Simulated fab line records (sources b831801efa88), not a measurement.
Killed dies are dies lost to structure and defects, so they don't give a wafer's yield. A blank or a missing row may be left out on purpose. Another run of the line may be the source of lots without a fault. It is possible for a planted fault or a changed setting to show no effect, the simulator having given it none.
Chamber matching | flow sky130 | SKY_VIA3_HDPCVD_00 on hdpcvd-01: 3 sister chambers
The step deposits SiO2, target thk 1635 nm, time 272.5 s. 6 wafers are shown with their chamber, then 8 later ones without.

== WAFERS PAIRED WITH THEIR CHAMBERS ==
wafer  | chamber | run_length_s (s)
L694.1 | 0       | 300.5
L694.4 | 0       | 300.7
L702.2 | 2       | 300.7
L702.3 | 1       | 299.4
L702.6 | 2       | 300.8
L704.4 | 1       | 299.5

== WAFERS MISSING THEIR CHAMBER ==
wafer  | run_length_s (s)
L704.5 | 300.1
L704.6 | 300.9
L710.1 | 299.3
L710.2 | 300.3
L710.6 | 299.7
L712.2 | 301.4
L712.3 | 300.0
L712.4 | 299.5

== THE CHAMBER EACH PASSED THROUGH ==
wafer  | from the rows above          | in truth
L704.5 | can't be placed: 0 or 2 or 1 | 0
L704.6 | can't be placed: 2 or 0      | 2
L710.1 | 1                            | 1
L710.2 | can't be placed: 0 or 2      | 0
L710.6 | 1                            | 1
L712.2 | can't be placed: 2 or 0      | 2
L712.3 | can't be placed: 1 or 0 or 2 | 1
L712.4 | 1                            | 1
Correctly placed: 3 of 8. Cannot be placed on the basis of these rows: 5; the candidates contain the true chamber in 5. Placed wrongly: 0.
How it was worked out, from the rows above alone: a wafer's distance from a chamber is the root of the sum, over the readings, of the square of ((its reading less the chamber's mean) divided by the reading's scatter). If the next closest chamber is less than 2 further off than the closest, the wafer can't be placed; otherwise it belongs to the closest. The mean given for a chamber averages the wafers shown for that chamber. How the scatter is found: for the shown wafers, subtract from each reading the mean of its chamber, square and add these, divide the total by (wafers less chambers), then take the root.
